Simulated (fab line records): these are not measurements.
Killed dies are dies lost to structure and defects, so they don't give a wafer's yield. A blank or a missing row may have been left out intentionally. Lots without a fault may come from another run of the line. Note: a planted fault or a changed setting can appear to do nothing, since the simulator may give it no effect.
What tool caused it? || flow gf180mcu || Sampling: 13 lots, 39 wafers, 4 of 602 route steps

== WHAT THE GAUGES SHOWED, per wafer ==
GF_PASSIVATION_THK_MEAS_01. Usual: PASSIVATION_CVD_00_THK 1000 nm, standard deviation 12.
{"lot": "L130", "measured": "day 28 01:29", "on": "film metro-03", "PASSIVATION_CVD_00_THK (nm)": "988 1004 1028", "flag": ""}
{"lot": "L132", "measured": "day 28 11:56", "on": "film metro-02", "PASSIVATION_CVD_00_THK (nm)": "992 989 1016", "flag": ""}
{"lot": "L134", "measured": "day 29 11:51", "on": "film metro-03", "PASSIVATION_CVD_00_THK (nm)": "1000 1010 1003", "flag": ""}
{"lot": "L138", "measured": "day 30 14:59", "on": "film metro-02", "PASSIVATION_CVD_00_THK (nm)": "990 982 1017", "flag": ""}
{"lot": "L140", "measured": "day 31 04:38", "on": "film metro-03", "PASSIVATION_CVD_00_THK (nm)": "982 993 1004", "flag": ""}
{"lot": "L146", "measured": "day 32 18:26", "on": "film metro-04", "PASSIVATION_CVD_00_THK (nm)": "990 997 1010", "flag": ""}
{"lot": "L147", "measured": "day 32 23:33", "on": "film metro-04", "PASSIVATION_CVD_00_THK (nm)": "991 996 997", "flag": ""}
{"lot": "L145", "measured": "day 33 08:56", "on": "film metro-03", "PASSIVATION_CVD_00_THK (nm)": "981 1004 1005", "flag": ""}
{"lot": "L149", "measured": "day 33 09:16", "on": "film metro-04", "PASSIVATION_CVD_00_THK (nm)": "1018 1002 1016", "flag": ""}
{"lot": "L150", "measured": "day 33 13:28", "on": "film metro-04", "PASSIVATION_CVD_00_THK (nm)": "987 1029 1017", "flag": ""}
{"lot": "L151", "measured": "day 33 22:42", "on": "film metro-02", "PASSIVATION_CVD_00_THK (nm)": "997 1003 1008", "flag": ""}
{"lot": "L152", "measured": "day 34 02:35", "on": "film metro-04", "PASSIVATION_CVD_00_THK (nm)": "979 975 971", "flag": ""}
{"lot": "L153", "measured": "day 34 06:52", "on": "film metro-04", "PASSIVATION_CVD_00_THK (nm)": "1007 1013 1007", "flag": ""}

== WHAT TOOL EACH LOT RAN ON (gives the tool, then ch and the chambers of the sampled wafers, and finally the start) ==
{"lot": "L130", "GF_V5_SPUTTER_21": "pvd sputter-01, day 27 03:52", "GF_V5_CVD_23": "cvd w-02 ch 0,1, day 27 03:58", "GF_TOP_METAL_SPUTTER_04": "pvd sputter-03, day 27 04:58"}
{"lot": "L132", "GF_V5_SPUTTER_21": "pvd sputter-02, day 27 13:55", "GF_V5_CVD_23": "cvd w-01 ch 0,1, day 27 14:01", "GF_TOP_METAL_SPUTTER_04": "pvd sputter-02, day 27 15:19"}
{"lot": "L134", "GF_V5_SPUTTER_21": "pvd sputter-03, day 28 14:59", "GF_V5_CVD_23": "cvd w-02 ch 0,1, day 28 15:05", "GF_TOP_METAL_SPUTTER_04": "pvd sputter-02, day 28 15:53"}
{"lot": "L138", "GF_V5_SPUTTER_21": "pvd sputter-01, day 29 18:52", "GF_V5_CVD_23": "cvd w-02 ch 0,1, day 29 18:58", "GF_TOP_METAL_SPUTTER_04": "pvd sputter-03, day 29 19:46"}
{"lot": "L140", "GF_V5_SPUTTER_21": "pvd sputter-03, day 30 08:53", "GF_V5_CVD_23": "cvd w-02 ch 0,1, day 30 08:59", "GF_TOP_METAL_SPUTTER_04": "pvd sputter-03, day 30 10:02"}
{"lot": "L146", "GF_V5_SPUTTER_21": "pvd sputter-01, day 31 23:46", "GF_V5_CVD_23": "cvd w-02 ch 0,1, day 31 23:52", "GF_TOP_METAL_SPUTTER_04": "pvd sputter-03, day 32 00:40"}
{"lot": "L147", "GF_V5_SPUTTER_21": "pvd sputter-02, day 32 05:07", "GF_V5_CVD_23": "cvd w-01 ch 0,1, day 32 05:13", "GF_TOP_METAL_SPUTTER_04": "pvd sputter-04, day 32 06:01"}
{"lot": "L145", "GF_V5_SPUTTER_21": "pvd sputter-03, day 32 15:12", "GF_V5_CVD_23": "cvd w-01 ch 0,1, day 32 15:18", "GF_TOP_METAL_SPUTTER_04": "pvd sputter-03, day 32 16:05"}
{"lot": "L149", "GF_V5_SPUTTER_21": "pvd sputter-01, day 32 15:33", "GF_V5_CVD_23": "cvd w-02 ch 0,1, day 32 15:41", "GF_TOP_METAL_SPUTTER_04": "pvd sputter-04, day 32 16:26"}
{"lot": "L150", "GF_V5_SPUTTER_21": "pvd sputter-03, day 32 19:45", "GF_V5_CVD_23": "cvd w-02 ch 0,1, day 32 19:53", "GF_TOP_METAL_SPUTTER_04": "pvd sputter-03, day 32 20:38"}
{"lot": "L151", "GF_V5_SPUTTER_21": "pvd sputter-01, day 33 04:58", "GF_V5_CVD_23": "cvd w-02 ch 0, day 33 05:04", "GF_TOP_METAL_SPUTTER_04": "pvd sputter-04, day 33 05:50"}
{"lot": "L152", "GF_V5_SPUTTER_21": "pvd sputter-01, day 33 08:38", "GF_V5_CVD_23": "cvd w-02 ch 0,1, day 33 08:44", "GF_TOP_METAL_SPUTTER_04": "pvd sputter-04, day 33 09:31"}
{"lot": "L153", "GF_V5_SPUTTER_21": "pvd sputter-01, day 33 13:02", "GF_V5_CVD_23": "cvd w-02 ch 0,1, day 33 13:10", "GF_TOP_METAL_SPUTTER_04": "pvd sputter-02, day 33 13:56"}
- GF_V5_SPUTTER_21: material Ti, target thk 15 nm, time 80.02 s.
- GF_V5_CVD_23: deposits W, target thk 350 nm, time 104.9 s.
- GF_TOP_METAL_SPUTTER_04: material TiN, target thk 25 nm, time 20.8 s.

== AS READ BY THE TOOLS THEMSELVES (means over the sampled wafers that have a number; for cases with no such wafer, the mark the record gives instead) ==
GF_V5_SPUTTER_21. Usual: throttle valve pct 29.8 %, standard deviation 0.98.
{"lot": "L130", "tool": "pvd sputter-01", "throttle valve pct (%)": 30.5, "flag": ""}
{"lot": "L132", "tool": "pvd sputter-02", "throttle valve pct (%)": 28.8, "flag": ""}
{"lot": "L134", "tool": "pvd sputter-03", "throttle valve pct (%)": 29.5, "flag": ""}
{"lot": "L138", "tool": "pvd sputter-01", "throttle valve pct (%)": 29.9, "flag": ""}
{"lot": "L140", "tool": "pvd sputter-03", "throttle valve pct (%)": 29.2, "flag": ""}
{"lot": "L146", "tool": "pvd sputter-01", "throttle valve pct (%)": 31.1, "flag": ""}
{"lot": "L147", "tool": "pvd sputter-02", "throttle valve pct (%)": 28.0, "flag": ""}
{"lot": "L145", "tool": "pvd sputter-03", "throttle valve pct (%)": 29.1, "flag": ""}
{"lot": "L149", "tool": "pvd sputter-01", "throttle valve pct (%)": 29.9, "flag": ""}
{"lot": "L150", "tool": "pvd sputter-03", "throttle valve pct (%)": 29.7, "flag": ""}
{"lot": "L151", "tool": "pvd sputter-01", "throttle valve pct (%)": 30.4, "flag": ""}
{"lot": "L152", "tool": "pvd sputter-01", "throttle valve pct (%)": 30.7, "flag": ""}
{"lot": "L153", "tool": "pvd sputter-01", "throttle valve pct (%)": 30.6, "flag": ""}

GF_V5_CVD_23. Usual: chamber pressure Torr 39.98 Torr, standard deviation 0.084; heater power w 855 W, standard deviation 35.
{"lot": "L130", "tool": "cvd w-02", "chamber pressure Torr (Torr)": 39.92, "heater power w (W)": 861, "flag": ""}
{"lot": "L132", "tool": "cvd w-01", "chamber pressure Torr (Torr)": 39.97, "heater power w (W)": 854, "flag": ""}
{"lot": "L134", "tool": "cvd w-02", "chamber pressure Torr (Torr)": 39.95, "heater power w (W)": 868, "flag": ""}
{"lot": "L138", "tool": "cvd w-02", "chamber pressure Torr (Torr)": 40.08, "heater power w (W)": 865, "flag": ""}
{"lot": "L140", "tool": "cvd w-02", "chamber pressure Torr (Torr)": 40.03, "heater power w (W)": 875, "flag": ""}
{"lot": "L146", "tool": "cvd w-02", "chamber pressure Torr (Torr)": 39.94, "heater power w (W)": 870, "flag": ""}
{"lot": "L147", "tool": "cvd w-01", "chamber pressure Torr (Torr)": 39.97, "heater power w (W)": 869, "flag": ""}
{"lot": "L145", "tool": "cvd w-01", "chamber pressure Torr (Torr)": 39.92, "heater power w (W)": 845, "flag": ""}
{"lot": "L149", "tool": "cvd w-02", "chamber pressure Torr (Torr)": 40.06, "heater power w (W)": 865, "flag": ""}
{"lot": "L150", "tool": "cvd w-02", "chamber pressure Torr (Torr)": 40.06, "heater power w (W)": 843, "flag": ""}
{"lot": "L151", "tool": "cvd w-02", "chamber pressure Torr (Torr)": 39.99, "heater power w (W)": 913, "flag": ""}
{"lot": "L152", "tool": "cvd w-02", "chamber pressure Torr (Torr)": 39.99, "heater power w (W)": 870, "flag": ""}
{"lot": "L153", "tool": "cvd w-02", "chamber pressure Torr (Torr)": 40.02, "heater power w (W)": 883, "flag": ""}

GF_TOP_METAL_SPUTTER_04. Usual: throttle valve pct 29.3 %, standard deviation 0.94.
{"lot": "L130", "tool": "pvd sputter-03", "throttle valve pct (%)": 29.3, "flag": ""}
{"lot": "L132", "tool": "pvd sputter-02", "throttle valve pct (%)": 29.1, "flag": ""}
{"lot": "L134", "tool": "pvd sputter-02", "throttle valve pct (%)": 30.1, "flag": ""}
{"lot": "L138", "tool": "pvd sputter-03", "throttle valve pct (%)": 29.8, "flag": ""}
{"lot": "L140", "tool": "pvd sputter-03", "throttle valve pct (%)": 29.1, "flag": ""}
{"lot": "L146", "tool": "pvd sputter-03", "throttle valve pct (%)": 29.2, "flag": ""}
{"lot": "L147", "tool": "pvd sputter-04", "throttle valve pct (%)": 28.5, "flag": ""}
{"lot": "L145", "tool": "pvd sputter-03", "throttle valve pct (%)": 29.4, "flag": ""}
{"lot": "L149", "tool": "pvd sputter-04", "throttle valve pct (%)": 28.8, "flag": ""}
{"lot": "L150", "tool": "pvd sputter-03", "throttle valve pct (%)": 29.1, "flag": ""}
{"lot": "L151", "tool": "pvd sputter-04", "throttle valve pct (%)": 29.1, "flag": ""}
{"lot": "L152", "tool": "pvd sputter-04", "throttle valve pct (%)": 28.9, "flag": ""}
{"lot": "L153", "tool": "pvd sputter-02", "throttle valve pct (%)": 29.9, "flag": ""}

== THE ANSWER, worked out from the rows above alone ==
Rule: take the mean of a lot's wafers that have a number; if it is more than 3 standard deviations from the usual mean, the lot is off. A lot without any number at a reading at which 4 lots or more have one is off too. All remaining lots with rows at the step are treated as sound. The gauges are gone through in route order, then the tools' own readings, and for those a lot's mean is taken as printed above. At the first step where some lot is off, the reading lying furthest off is the one used; lots without a number count as furthest.
No lot is off on any of the readings shown, so nothing can be concluded from this.

== WHAT HAD BEEN PUT IN BY THE SIMULATOR ==
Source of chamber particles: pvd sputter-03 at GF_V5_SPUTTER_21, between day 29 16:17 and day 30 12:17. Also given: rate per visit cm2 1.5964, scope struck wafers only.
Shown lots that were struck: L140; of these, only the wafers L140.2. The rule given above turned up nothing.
